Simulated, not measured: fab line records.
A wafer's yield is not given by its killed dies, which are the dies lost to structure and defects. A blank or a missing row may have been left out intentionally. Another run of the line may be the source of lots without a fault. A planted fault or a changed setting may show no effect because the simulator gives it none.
A single fault, viewed from 2 desks || flow sky130 || each desk holds nothing but its own numbers, with what lay behind them at the end

== TOOL OWNER'S DESK, implanter-01 ==
The tool's own readings at SKY_NWELL_IMPLANT_13, given as means over the sampled wafers that have a number, one for each lot that went through this tool. A lot is out of limits, marked OUT, if its mean lies more than 4 standard deviations from the usual mean; the brackets give that distance.
Columns: A = dose ions cm2 at SKY_NWELL_IMPLANT_13, usual 7e+11; B = faraday current uA at SKY_NWELL_IMPLANT_13, usual 3.95
{"lot": "L274", "first seen here": "day 6 04:04", "A": 7e+11, "B": 3.98}
{"lot": "L275", "first seen here": "day 6 06:12", "A": 7e+11, "B": 3.92}
{"lot": "L277", "first seen here": "day 6 20:35", "A": "4e+11 (-99 or more) OUT", "B": "2.11 (-22) OUT"}
{"lot": "L281", "first seen here": "day 7 19:03", "A": "4e+11 (-99 or more) OUT", "B": "2.12 (-22) OUT"}
This desk finds L277, L281 out of limits, L277 being first, at day 6 20:35 (dose ions cm2 at SKY_NWELL_IMPLANT_13). In limits: L274, L275.

== THE METROLOGY DESK ==
Means of the sampled wafers that have a number, per lot and without regard to the tool the lot ran on: this is what the gauges read. A lot is out of limits, marked OUT, if its mean lies more than 4 standard deviations from the usual mean; the brackets give that distance.
Columns: A = NWELL_00_OVL at SKY_NWELL_OVL_MEAS_10, usual 0.1 nm; B = NWELL_RS at SKY_NWELL_RS_MEAS_29, usual 625.2 ohm/sq
{"lot": "L270", "first seen here": "day 5 01:43", "A": 0.1, "B": 626.5}
{"lot": "L272", "first seen here": "day 5 13:08", "A": 0.2, "B": 625.4}
{"lot": "L273", "first seen here": "day 6 00:22", "A": 1.2, "B": 625.7}
{"lot": "L274", "first seen here": "day 6 03:44", "A": 1.6, "B": 624.1}
{"lot": "L275", "first seen here": "day 6 05:52", "A": -0.9, "B": 626.2}
{"lot": "L276", "first seen here": "day 6 11:25", "A": 0.4, "B": 625.1}
{"lot": "L277", "first seen here": "day 6 20:12", "A": 0.6, "B": "636.7 (+6.8) OUT"}
{"lot": "L281", "first seen here": "day 7 18:43", "A": -0.0, "B": "634.0 (+5.2) OUT"}
{"lot": "L283", "first seen here": "day 8 05:55", "A": 0.0, "B": 628.6}
{"lot": "L284", "first seen here": "day 8 10:30", "A": -0.7, "B": 623.3}
{"lot": "L286", "first seen here": "day 8 21:37", "A": -0.2, "B": 624.5}
{"lot": "L290", "first seen here": "day 9 20:50", "A": 0.1, "B": 626.2}
This desk reports L277, L281 out of limits; the earliest was L277 at day 7 17:22 (NWELL_RS at SKY_NWELL_RS_MEAS_29). In limits: L270, L272, L273, L274, L275, L276, L283, L284, L286, L290.

== BROUGHT TOGETHER ==
The tool owner's desk could have raised an alarm at day 6 20:35, on L277, L281.
At day 7 17:22 the metrology desk could have sounded an alarm, on L277, L281.
The lots listed all ran SKY_NWELL_IMPLANT_13 on implanter-01.

== WHAT THE SIMULATOR HAD PUT IN ==
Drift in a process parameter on implanter-01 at SKY_NWELL_IMPLANT_13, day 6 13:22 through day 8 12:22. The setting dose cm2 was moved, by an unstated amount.
Shown lots that were struck: L277, L281.
Hours from the fault's start to each desk's first reading out of limits: the tool owner's desk, 7; the metrology desk, 28.
